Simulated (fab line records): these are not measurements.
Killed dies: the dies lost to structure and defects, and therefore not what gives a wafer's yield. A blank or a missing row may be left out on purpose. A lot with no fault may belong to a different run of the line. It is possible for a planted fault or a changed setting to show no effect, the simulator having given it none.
Chamber matching | flow sky130 | 4 sister chambers for SKY_CONTACT_CMP_04 on cmp-01
The step polishes SiO2. 8 wafers are shown with their chamber, then 12 later ones without.

== EACH WAFER AND ITS CHAMBER ==
wafer  | chamber | time-to-endpoint-s (s) | motor-current-A (A)
L078.2 | 3       | 92                     | 11.9
L085.1 | 3       | 90                     | 12.8
L088.1 | 1       | 77                     | 12.3
L088.3 | 0       | 82                     | 13.1
L088.4 | 2       | 77                     | 13.0
L089.2 | 2       | 82                     | 13.2
L089.3 | 0       | 80                     | 13.0
L089.4 | 1       | 80                     | 12.6

== WAFERS MISSING THEIR CHAMBER ==
wafer  | time-to-endpoint-s (s) | motor-current-A (A)
L091.2 | 77                     | 13.1
L091.4 | 76                     | 13.0
L091.5 | 83                     | 12.8
L093.2 | 83                     | 12.8
L093.3 | 87                     | 12.8
L093.5 | 84                     | 12.8
L096.3 | 78                     | 12.4
L096.4 | 80                     | 12.6
L096.5 | 78                     | 12.4
L097.3 | 80                     | 11.9
L097.4 | 86                     | 12.1
L097.5 | 85                     | 13.0

== WHICH CHAMBER EACH WENT THROUGH ==
wafer  | from the rows above               | in truth
L091.2 | can't be placed: 2 or 0 or 1      | 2
L091.4 | can't be placed: 2 or 1 or 0      | 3
L091.5 | can't be placed: 0 or 2 or 1      | 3
L093.2 | can't be placed: 0 or 2 or 1      | 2
L093.3 | can't be placed: 3 or 0 or 2 or 1 | 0
L093.5 | can't be placed: 0 or 2 or 1 or 3 | 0
L096.3 | can't be placed: 1 or 2           | 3
L096.4 | can't be placed: 1 or 0 or 2      | 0
L096.5 | can't be placed: 1 or 2           | 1
L097.3 | can't be placed: 1 or 0 or 2      | 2
L097.4 | can't be placed: 3 or 1 or 0 or 2 | 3
L097.5 | can't be placed: 0 or 2 or 3 or 1 | 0
Correctly placed: 0 of 12. Cannot be placed on the basis of these rows: 12; the candidates contain the true chamber in 9. 0 placed wrongly.
How it was worked out, from the rows above alone: a wafer's distance from a chamber is the root of the sum, over the readings, of the square of ((its reading less the chamber's mean) divided by the reading's scatter). The wafer belongs to the nearest chamber; if the next one is less than 2 further off, it can't be placed. The mean given for a chamber averages the wafers shown for that chamber. How the scatter is found: for the shown wafers, subtract from each reading the mean of its chamber, square and add these, divide the total by (wafers less chambers), then take the root.
